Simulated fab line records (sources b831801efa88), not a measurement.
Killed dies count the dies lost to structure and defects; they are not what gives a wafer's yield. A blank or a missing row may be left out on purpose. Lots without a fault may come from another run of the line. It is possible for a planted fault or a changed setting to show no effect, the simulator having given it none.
Chamber matching / flow sky130 / SKY_VIA3_CMP_24 on cmp-01: 4 sister chambers
The step polishes, stops on SiO2, t overpolish 20 s, target thk 0 nm. 14 wafers are shown with their chamber, then 7 later ones without.

EACH WAFER AND ITS CHAMBER
wafer=L140.1; chamber=2; motorCurrentA (A)=9.3; timeToEndpointS (s)=92; overpolishRunS (s)=19.991
wafer=L140.2; chamber=3; motorCurrentA (A)=9.4; timeToEndpointS (s)=97; overpolishRunS (s)=19.987
wafer=L140.3; chamber=0; motorCurrentA (A)=13.6; timeToEndpointS (s)=91; overpolishRunS (s)=20.000
wafer=L142.1; chamber=2; motorCurrentA (A)=9.6; timeToEndpointS (s)=95; overpolishRunS (s)=19.992
wafer=L142.5; chamber=2; motorCurrentA (A)=9.8; timeToEndpointS (s)=96; overpolishRunS (s)=20.012
wafer=L142.6; chamber=3; motorCurrentA (A)=9.6; timeToEndpointS (s)=91; overpolishRunS (s)=19.998
wafer=L150.3; chamber=1; motorCurrentA (A)=10.9; timeToEndpointS (s)=99; overpolishRunS (s)=20.001
wafer=L150.4; chamber=2; motorCurrentA (A)=10.2; timeToEndpointS (s)=102; overpolishRunS (s)=20.005
wafer=L150.6; chamber=3; motorCurrentA (A)=9.4; timeToEndpointS (s)=96; overpolishRunS (s)=20.008
wafer=L154.1; chamber=0; motorCurrentA (A)=12.9; timeToEndpointS (s)=98; overpolishRunS (s)=20.004
wafer=L154.3; chamber=2; motorCurrentA (A)=10.4; timeToEndpointS (s)=93; overpolishRunS (s)=19.999
wafer=L154.6; chamber=1; motorCurrentA (A)=9.9; timeToEndpointS (s)=98; overpolishRunS (s)=20.001
wafer=L156.1; chamber=0; motorCurrentA (A)=12.7; timeToEndpointS (s)=98; overpolishRunS (s)=19.982
wafer=L156.3; chamber=3; motorCurrentA (A)=8.9; timeToEndpointS (s)=100; overpolishRunS (s)=20.017

SIGNATURES, as means of the wafers listed above
reading=motorCurrentA; chamber 0=13.067; chamber 1=10.400; chamber 2=9.860; chamber 3=9.325; scatter within a chamber=0.448
reading=timeToEndpointS; chamber 0=95.67; chamber 1=98.50; chamber 2=95.60; chamber 3=96.00; scatter within a chamber=3.69
reading=overpolishRunS; chamber 0=19.99533; chamber 1=20.00100; chamber 2=19.99980; chamber 3=20.00250; scatter within a chamber=0.0104
Rule: a wafer lies at a distance from a chamber equal to the root of the sum of squares, over the readings, of (its reading less the chamber's mean, divided by the reading's scatter). If the next closest chamber is less than 2 further off than the closest, the wafer can't be placed; otherwise it belongs to the closest. The scatter: the root of (the sum of the squares of (reading less its chamber's mean) over the shown wafers, divided by (wafers less chambers)).

WAFERS WITH NO CHAMBER GIVEN
wafer=L156.4; motorCurrentA (A)=10.5; timeToEndpointS (s)=102; overpolishRunS (s)=20.002
wafer=L161.1; motorCurrentA (A)=9.6; timeToEndpointS (s)=97; overpolishRunS (s)=19.993
wafer=L161.3; motorCurrentA (A)=12.4; timeToEndpointS (s)=98; overpolishRunS (s)=20.017
wafer=L161.6; motorCurrentA (A)=10.2; timeToEndpointS (s)=97; overpolishRunS (s)=20.007
wafer=L162.1; motorCurrentA (A)=13.1; timeToEndpointS (s)=92; overpolishRunS (s)=20.009
wafer=L162.3; motorCurrentA (A)=10.0; timeToEndpointS (s)=88; overpolishRunS (s)=19.996
wafer=L162.4; motorCurrentA (A)=9.9; timeToEndpointS (s)=91; overpolishRunS (s)=20.019

WHICH CHAMBER EACH WENT THROUGH
wafer=L156.4; from the rows above=can't be placed: 1 or 2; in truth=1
wafer=L161.1; from the rows above=can't be placed: 2 or 3 or 1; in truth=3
wafer=L161.3; from the rows above=0; in truth=0
wafer=L161.6; from the rows above=can't be placed: 1 or 2 or 3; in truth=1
wafer=L162.1; from the rows above=0; in truth=0
wafer=L162.3; from the rows above=can't be placed: 2 or 3 or 1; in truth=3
wafer=L162.4; from the rows above=can't be placed: 2 or 3 or 1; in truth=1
2 of 7 placed correctly. Not placeable from these rows: 5 (in 5, the candidates include the true chamber). 0 placed wrongly.
